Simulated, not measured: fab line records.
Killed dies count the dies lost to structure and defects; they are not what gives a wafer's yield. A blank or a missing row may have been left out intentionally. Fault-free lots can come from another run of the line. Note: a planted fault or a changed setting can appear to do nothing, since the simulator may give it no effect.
Which tool is to blame? / flow sky130 / at 1 step of a route of 708, 6 lots with 18 wafers sampled

== WHAT THE GAUGES READ, wafer by wafer ==
SKY_LI_CONTACT_OVL_MEAS_13.
lot=L805; measured=day 29 22:27; on=overlay-01; LI_CONTACT_OVL (nm)=-1 0 -1
lot=L807; measured=day 31 05:08; on=overlay-01; LI_CONTACT_OVL (nm)=-16 -4 -13
lot=L816; measured=day 33 21:10; on=overlay-01; LI_CONTACT_OVL (nm)=1 -8 -1
lot=L818; measured=day 34 05:19; on=overlay-02; LI_CONTACT_OVL (nm)=1 -6 3
lot=L822; measured=day 35 16:07; on=overlay-01; LI_CONTACT_OVL (nm)=-3 2 -4
lot=L824; measured=day 36 04:00; on=overlay-01; LI_CONTACT_OVL (nm)=5 9 3

== WHAT TOOL EACH LOT RAN ON (gives the tool, then ch and the chambers of the sampled wafers, and finally the start) ==
No process step before these readings appears in the record.

== THE ANSWER, worked out from the rows above alone ==
Rule: the usual values come from the lots themselves. The widest of any qualifying gaps counts: lots, ordered by their means at a reading, are off when they make up no more than a third of the lots, leave a main group of 4 or more, and stand apart from it by 3 or more times the standard deviation of that group's means. A main group whose means are all the same, to the digits that the tables above print for the reading, isn't used. Also off: a lot with no number at a reading for which 4 or more lots have one. All remaining lots with rows at the step are treated as sound.
Nothing can be told from this: no lot is off at any reading shown.

== WHAT HAD BEEN PUT IN BY THE SIMULATOR ==
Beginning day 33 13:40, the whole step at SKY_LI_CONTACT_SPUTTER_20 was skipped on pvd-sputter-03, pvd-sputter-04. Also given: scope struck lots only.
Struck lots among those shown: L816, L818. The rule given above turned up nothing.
